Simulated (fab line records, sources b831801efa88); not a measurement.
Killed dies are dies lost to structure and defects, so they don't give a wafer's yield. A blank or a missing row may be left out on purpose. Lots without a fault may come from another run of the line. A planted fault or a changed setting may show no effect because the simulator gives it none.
fab line records | flow sfq_line
record lots=5 wafers=23
route steps=325 shown I6@266 M7@282 M8@320
start_h: hours from the record's first day to the start of the lot's first wafer shown | wait_h: hours since the lot's step before | " the same as in the row above | L1.1+2: a row that stands for several wafers | - no value, or no start given | * or withheld: withheld | < > ~ a bound
route shown NAME@n: a module of which the file shows steps, and the number in the route of the first | usual: mean/standard deviation of fault-free wafers | same: alike in all rows | chamber/n: place in a boat | sites: the reading at each site | _std_site: their standard deviation | _edge_site: outer sites' mean less inner sites' | radius_mm: how far each site lies from the wafer's centre | mask NAME#n: copy n | behind: the tool/chamber that last shaped the wafer | hold: why the lot was held/for how many hours/how that ended | device: the transistor (n, p or np) that didn't switch | end of line: the same wafers' tests at the end of the route | a step without rows: its recipe alone | killed: dies lost to structure and defects at the first sort, not the wafer's yield | map: a wafer's dies, x killed, . not, _ none there
set.NAME: the setting as run; set.NAME@STEP: as run at that earlier step | model.NAME: the simulator's own value behind a step, which no gauge read
lots whose settings were changed on purpose; a table a step, a row a wafer
## steps
# step SFQ_TRILAYER_I6_DEP_PECVD_165
# recipe material=SiO2 temp_c=150 time_s=111.11 pressure_torr=2.4 rf_w=183.3 precursor=SiH4/N2O target_thk_nm=500
# columns lot.wafer tool chamber start_h wait_h set.time_s model.SiO2_of_TRILAYER_I6_DEP_PECVD_165.thk_nm
L076.1 pecvd-04 1 1624.53 0.0 111.11 505.7
L076.2 " 0 " " 111.11 496
L076.3 " 2 " " 111.11 505.2
L076.4 " 0 " " 111.11 495.7
L076.5 " 2 " " 111.11 514.4
L077.1 pecvd-03 0 1626.89 0.0 111.11 483.6
L077.2 " 2 " " 111.11 497.6
L077.4 " 0 " " 111.11 497.5
L077.5 " 2 " " 111.11 503.9
L077.6 " 1 " " 111.11 509.4
L078.1 pecvd-04 0 1628.35 0.0 116.6 517.9
L078.2 " 1 " " 111.11 499.2
L078.3 " 2 " " 116.6 528
L078.4 " 0 " " 111.11 506.3
L078.6 " 1 " " 111.11 511.6
L082.2 pecvd-02 1 1656.81 0.0 111.11 504
L082.4 " 1 " " 111.11 507.6
L082.6 " 0 " " 111.11 505.7
L083.2 pecvd-03 0 1663.72 0.0 123.9 549.6
L083.3 " 1 " " 111.11 496.8
L083.4 " 1 " " 123.9 564.9
L083.5 " 2 " " 123.9 564.7
L083.6 " 0 " " 111.11 502.4
# step SFQ_TRILAYER_I6_CMP_CMP_166
# recipe material=SiO2 down_force_psi=3 platen_rpm=60 pad_velocity_m_s=0.94248
# usual time_to_endpoint_s=217/10
# columns lot.wafer tool chamber start_h wait_h set.time_s@TRILAYER_I6_DEP_PECVD_165 time_to_endpoint_s
L076.3 cmp-02 3 1625.80 1.2 111.11 222
L076.1 " 0 " " 111.11 220
L076.2 " 1 " " 111.11 206
L076.4 " 2 " " 111.11 229
L076.5 " 3 " " 111.11 234
L077.1 cmp-01 3 1627.61 0.7 111.11 189
L077.4 " 1 1628.61 1.6 111.11 226
L077.2 " 2 " " 111.11 218
L077.5 " 3 " " 111.11 208
L077.6 " 0 " " 111.11 221
L078.4 cmp-02 1 1631.80 3.4 111.11 209
L078.1 " 2 " " 116.6 239
L078.2 " 3 " " 111.11 222
L078.3 " 0 " " 116.6 236
L078.6 " 1 " " 111.11 213
L082.4 cmp-02 3 1657.66 0.8 111.11 228
L082.2 " 2 1659.16 2.3 111.11 223
L082.6 " 3 " " 111.11 224
L083.2 cmp-01 1 1665.63 1.9 123.9 262
L083.4 " 2 " " 123.9 270
L083.3 " 3 " " 111.11 203
L083.5 " 1 1667.63 3.8 123.9 274
L083.6 " 2 " " 111.11 219
# step SFQ_TRILAYER_I6_VIA_BARC_OPEN_VIA_ETCH_235
# recipe mask_material=PR chemistry=O2 target_depth_nm=125 target=BARC source_w=500 bias_w=80 pressure_mtorr=30 time_s=41.7
# columns lot.wafer tool chamber start_h wait_h set.source_w model.KrF_of_TRILAYER_I6_VIA_LITHO_COAT_169.thk_nm
L076.1 rie_diel-01 2 1746.18 0.0 500 579.1
L076.2 " 3 " " 500 579.8
L076.3 " 1 " " 500 578.6
L076.4 " 2 " " 526.7 575.3
L076.5 " 1 " " 526.7 575.8
L077.1 rie_diel-04 2 1747.38 0.0 500 583.4
L077.2 " 1 " " 500 580.2
L077.4+5 " 3 " " 500 581.3
L077.6 " 2 " " 500 582.5
L078.1 rie_diel-03 0 1750.98 0.0 500 580.4
L078.2 " 3 " " 500 581.5
L078.3 " 2 " " 500 581.8
L078.4 " 1 " " 500 581.6
L078.6 " 0 " " 500 580
L082.2 rie_diel-04 2 1772.65 0.0 500 581.9
L082.4 " 1 " " 500 578.7
L082.6 " 2 " " 500 580.2
L083.2 rie_diel-01 3 1777.45 0.0 549.7 572.1
L083.3 " 2 " " 500 578.4
L083.4 " 1 " " 500 576.4
L083.5 " 3 " " 549.7 572.7
L083.6 " 2 " " 549.7 571.5
# step SFQ_TRILAYER_M7_DEP_SPUTTER_175
# recipe material=Nb base_pressure_pa=1.33e-06 chamber_pressure_pa=0.1333 substrate_temp_c=20 target_thk_nm=200 power_w=2000 time_s=133.3
# columns lot.wafer tool chamber start_h wait_h set.time_s model.Nb_of_TRILAYER_M7_DEP_SPUTTER_175.thk_nm
L076.1 pvd_sputter-04 - 1747.14 0.0 133.3 201.9
L076.2+3 " - " " 133.3 200.2
L076.4 " - " " 133.3 199.9
L076.5 " - " " 133.3 197.7
L077.1 pvd_sputter-06 - 1748.34 0.0 120.2 183.1
L077.2 " - " " 120.2 182.4
L077.4 " - " " 120.2 180.8
L077.5 " - " " 133.3 202.6
L077.6 " - " " 133.3 202.9
L078.1 pvd_sputter-03 - 1751.94 0.0 146.8 217.7
L078.2 " - " " 133.3 200.8
L078.3 " - " " 133.3 201.1
L078.4 " - " " 146.8 220.4
L078.6 " - " " 133.3 200.5
L082.2 pvd_sputter-03 - 1773.60 0.0 133.3 202.7
L082.4 " - " " 133.3 200.7
L082.6 " - " " 133.3 203.9
L083.2 pvd_sputter-04 - 1778.40 0.0 133.3 199
L083.3 " - " " 133.3 197.2
L083.4 " - " " 133.3 198.3
L083.5 " - " " 133.3 201.6
L083.6 " - " " 133.3 197.8
# step SFQ_M7_RS_MEAS_943
# recipe thk_meas_gauge=four-point-probe reads=Nb_of_TRILAYER_M7_DEP_SPUTTER_175
# usual M7_NB_RS=0.886/0.0089
# columns lot.wafer tool chamber start_h wait_h set.time_s@TRILAYER_M7_DEP_SPUTTER_175 M7_NB_RS[ohm/sq]
L076.1 film_metro-04 - 1747.23 0.0 133.3 0.879
L076.2 " - " " 133.3 0.887
L076.3 " - " " 133.3 0.886
L076.4 " - " " 133.3 0.890
L076.5 " - " " 133.3 0.899
L077.1 film_metro-04 - 1748.43 0.0 120.2 0.971
L077.2 " - " " 120.2 0.973
L077.4 " - " " 120.2 0.986
L077.5 " - " " 133.3 0.875
L077.6 " - " " 133.3 0.875
L078.1 film_metro-04 - 1752.03 0.0 146.8 0.815
L078.2 " - " " 133.3 0.885
L078.3 " - " " 133.3 0.882
L078.4 " - " " 146.8 0.807
L078.6 " - " " 133.3 0.886
L082.2 film_metro-02 - 1773.71 0.1 133.3 0.880
L082.4 " - " " 133.3 0.889
L082.6 " - " " 133.3 0.875
L083.2 film_metro-04 - 1778.51 0.1 133.3 0.894
L083.3 " - " " 133.3 0.902
L083.4 " - " " 133.3 0.900
L083.5 " - " " 133.3 0.882
L083.6 " - " " 133.3 0.900
# step SFQ_TRILAYER_M7_LITHO_COAT_177
# recipe resist=KrF spin_rpm=3000 resist_thk_nm=600
# columns lot.wafer tool chamber start_h wait_h set.resist_thk_nm model.KrF_of_TRILAYER_M7_LITHO_COAT_177.thk_nm
L076.1 litho_track-04 0 1747.71 0.2 564.3 564.4
L076.2 " 0 " " 564.3 564.6
L076.3 " 0 " " 600 600.3
L076.4 " 0 " " 600 598.8
L076.5 " 0 " " 564.3 563.8
L077.1 litho_track-01 0 1748.91 0.2 587.3 -
L077.2+4 " 0 " " 600 -
L077.5 " 0 " " 587.3 587.3
L077.6 " 0 " " 587.3 587.2
L078.1+4 litho_track-03 0 1752.51 0.2 600 -
L078.2 " 0 " " 600 599.2
L078.3 " 0 " " 600 599.6
L078.6 " 0 " " 600 598.8
L082.2 litho_track-04 0 1774.22 0.2 600 601.4
L082.4 " 0 " " 600 602
L082.6 " 0 " " 600 602.8
L083.2 litho_track-03 0 1779.02 0.2 600 601.7
L083.3 " 0 " " 600 600.8
L083.4 " 0 " " 600 601.1
L083.5 " 0 " " 610.4 613.2
L083.6 " 0 " " 610.4 612.3
# step SFQ_TRILAYER_M7_LITHO_SOFTBAKE_181
# recipe temp_c=withheld time_s=withheld resist=KrF
# step SFQ_TRILAYER_M7_LITHO_EXPOSE_178
# recipe mask_id=M7 na=0.6 source_shape=conventional sigma_outer=0.65 target_cd_nm=500 dose_mj=14.4
# step SFQ_TRILAYER_M7_LITHO_DEVELOP_179
# recipe time_s=60 resist=KrF
# step SFQ_TRILAYER_M7_BARC_OPEN_METAL_ETCH_229
# recipe mask_material=PR chemistry=O2 target_depth_nm=125 target=BARC icp_w=600 bias_w=80 pressure_mtorr=10 time_s=41.7
# columns lot.wafer tool chamber start_h wait_h set.resist_thk_nm@TRILAYER_M7_LITHO_COAT_177 model.KrF_of_TRILAYER_M7_LITHO_COAT_177.thk_nm
L076.1 rie_metal-03 1 1835.57 0.0 564.3 486.5
L076.2 " 0 " " 564.3 487.5
L076.3 " 1 " " 600 522.3
L076.4 " 0 " " 600 521.8
L076.5 " 0 " " 564.3 487.3
L077.1 rie_metal-02 0 1839.17 0.0 587.3 -
L077.2+4 " 1 " " 600 -
L077.5 " 0 " " 587.3 509.4
L077.6 " 1 " " 587.3 510
L078.1+4 rie_metal-03 0,1 1842.77 0.0 600 -
L078.2 " 1 " " 600 521.6
L078.3 " 0 " " 600 522.7
L078.6 " 0 " " 600 521.9
L082.2 rie_metal-04 0 1861.19 0.0 600 523
L082.4 " 1 " " 600 525.5
L082.6 " 0 " " 600 524.4
L083.2 rie_metal-02 1 1869.59 0.0 600 524.9
L083.3 " 0 " " 600 522.8
L083.4 " 1 " " 600 524.3
L083.5 " 1 " " 610.4 536.3
L083.6 " 0 " " 610.4 534.4
# step SFQ_TRILAYER_M7_ETCH_METAL_ETCH_180
# recipe target=Nb stop_on=SiO2 mask_material=PR chemistry=Cl2/Ar target_depth_nm=240 icp_w=600 bias_w=80 pressure_mtorr=10 time_s=120
# usual oes_product_au=0.896/0.0066
# columns lot.wafer tool chamber start_h wait_h set.time_s@TRILAYER_M7_DEP_SPUTTER_175 oes_product_au
L076.1 rie_metal-03 1 1835.63 0.0 133.3 0.892
L076.2 " 0 " " 133.3 0.896
L076.3 " 1 " " 133.3 0.889
L076.4 " 0 " " 133.3 0.892
L076.5 " 0 " " 133.3 0.889
L077.1 rie_metal-02 0 1839.23 0.0 120.2 0.855
L077.2 " 1 " " 120.2 0.848
L077.4 " 1 " " 120.2 0.849
L077.5 " 0 " " 133.3 0.897
L077.6 " 1 " " 133.3 0.910
L078.1 rie_metal-03 0 1842.83 0.0 146.8 0.941
L078.2 " 1 " " 133.3 0.896
L078.3 " 0 " " 133.3 0.899
L078.4 " 1 " " 146.8 0.950
L078.6 " 0 " " 133.3 0.899
L082.2 rie_metal-04 0 1861.25 0.0 133.3 0.898
L082.4 " 1 " " 133.3 0.900
L082.6 " 0 " " 133.3 0.903
L083.2 rie_metal-02 1 1869.65 0.0 133.3 0.891
L083.3 " 0 " " 133.3 0.883
L083.4 " 1 " " 133.3 0.890
L083.5 " 1 " " 133.3 0.900
L083.6 " 0 " " 133.3 0.896
# step SFQ_TRILAYER_M8_DEP_EVAP_198
# recipe material=Pt angular_spread_deg=1 target_thk_nm=50 time_s=250 power_w=2000
# columns lot.wafer tool chamber start_h wait_h set.time_s model.Pt_of_TRILAYER_M8_DEP_EVAP_198.thk_nm
L076.1 pvd_sputter-01 - 2015.89 0.0 250 50.7
L076.2 " - " " 250 50.62
L076.3 " - " " 250 50.1
L076.4 " - " " 250 51.44
L076.5 " - " " 250 51.17
L077.1 pvd_sputter-02 - 2019.49 0.0 250 49.9
L077.2 " - " " 267.2 53.41
L077.4 " - " " 250 50.05
L077.5 " - " " 267.2 54.07
L077.6 " - " " 267.2 53.34
L078.1 pvd_sputter-01 - 2020.69 0.0 238.3 48.5
L078.2 " - " " 250 50.77
L078.3 " - " " 238.3 47.71
L078.4 " - " " 250 50.63
L078.6 " - " " 238.3 48.27
L082.2 pvd_sputter-02 - 2043.70 0.0 250 50.08
L082.4 " - " " 250 49.91
L082.6 " - " " 250 49.97
L083.2 pvd_sputter-02 - 2075.02 0.0 250 50.59
L083.3 " - " " 250 50.18
L083.4 " - " " 250 49.98
L083.5 " - " " 250 50.39
L083.6 " - " " 250 50.4
## key
split step=SFQ_TRILAYER_I6_DEP_PECVD_165 setting=time_s stated=111.11 by=wafer
response step=SFQ_TRILAYER_I6_DEP_PECVD_165 reading=model.SiO2_of_TRILAYER_I6_DEP_PECVD_165.thk_nm change=+4.96 per=1% r=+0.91
response step=SFQ_TRILAYER_I6_CMP_CMP_166 reading=time_to_endpoint_s change=* per=1% r=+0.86
split step=SFQ_TRILAYER_I6_VIA_BARC_OPEN_VIA_ETCH_235 setting=source_w stated=500 by=wafer
response step=SFQ_TRILAYER_I6_VIA_BARC_OPEN_VIA_ETCH_235 reading=model.KrF_of_TRILAYER_I6_VIA_LITHO_COAT_169.thk_nm change=-0.565 per=1% r=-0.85
split step=SFQ_TRILAYER_M7_DEP_SPUTTER_175 setting=time_s stated=133.3 by=wafer
response step=SFQ_TRILAYER_M7_DEP_SPUTTER_175 reading=model.Nb_of_TRILAYER_M7_DEP_SPUTTER_175.thk_nm change=+1.95 per=1% r=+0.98
response step=SFQ_M7_RS_MEAS_943 reading=M7_NB_RS change=-0.00875 per=1% r=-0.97
response step=SFQ_TRILAYER_M7_ETCH_METAL_ETCH_180 reading=oes_product_au change=+0.00503 per=1% r=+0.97
split step=SFQ_TRILAYER_M7_LITHO_COAT_177 setting=resist_thk_nm stated=600 by=wafer
response step=SFQ_TRILAYER_M7_LITHO_COAT_177 reading=model.KrF_of_TRILAYER_M7_LITHO_COAT_177.thk_nm change=+5.98 per=1% r=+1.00
response step=SFQ_TRILAYER_M7_BARC_OPEN_METAL_ETCH_229 reading=model.KrF_of_TRILAYER_M7_LITHO_COAT_177.thk_nm change=+5.92 per=1% r=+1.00
split step=SFQ_TRILAYER_M8_DEP_EVAP_198 setting=time_s stated=250 by=wafer
response step=SFQ_TRILAYER_M8_DEP_EVAP_198 reading=model.Pt_of_TRILAYER_M8_DEP_EVAP_198.thk_nm change=+0.533 per=1% r=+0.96
